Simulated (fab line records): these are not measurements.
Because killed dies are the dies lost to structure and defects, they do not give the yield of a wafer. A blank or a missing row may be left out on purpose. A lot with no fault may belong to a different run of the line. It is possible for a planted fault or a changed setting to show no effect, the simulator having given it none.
Chamber matching | flow sky130 | 4 sister chambers for SKY_VIA2_CMP_24 on cmp-02
The step polishes, stops on SiO2, t overpolish 20 s, target thk 0 nm. 4 wafers are shown with their chamber, then 9 later ones without.

WAFERS WITH THEIR CHAMBER
wafer  | chamber | motor-current-A (A)
L638.3 | 3       | 10.4
L643.2 | 0       | 10.3
L643.5 | 1       | 11.8
L644.1 | 2       | 10.5

WAFERS WHOSE CHAMBER IS MISSING
wafer  | motor-current-A (A)
L644.2 | 12.3
L644.6 | 10.4
L645.1 | 10.4
L645.2 | 11.2
L645.4 | 10.5
L646.3 | 10.0
L646.6 | 10.2
L647.3 | 10.4
L648.2 | 12.4

THE CHAMBER EACH PASSED THROUGH
wafer  | from the rows above               | in truth
L644.2 | 1                                 | 1
L644.6 | can't be placed: 3 or 0 or 2      | 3
L645.1 | can't be placed: 3 or 0 or 2      | 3
L645.2 | can't be placed: 1 or 2 or 3 or 0 | 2
L645.4 | can't be placed: 2 or 3 or 0      | 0
L646.3 | can't be placed: 0 or 3 or 2      | 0
L646.6 | can't be placed: 0 or 3 or 2      | 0
L647.3 | can't be placed: 3 or 0 or 2      | 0
L648.2 | 1                                 | 1
Correctly placed: 2 of 9. Not placeable from these rows: 7 (in 7, the candidates include the true chamber). Number placed wrongly: 0.
How it was worked out, from the rows above alone: a wafer's distance from a chamber is the root of the sum, over the readings, of the square of ((its reading less the chamber's mean) divided by the reading's scatter). The wafer belongs to the nearest chamber; if the next one is less than 2 further off, it can't be placed. The mean given for a chamber averages the wafers shown for that chamber. The scatter (one wafer shown for each chamber): square how far every hidden wafer sits from the nearest shown wafer, average those squares and take the square root.
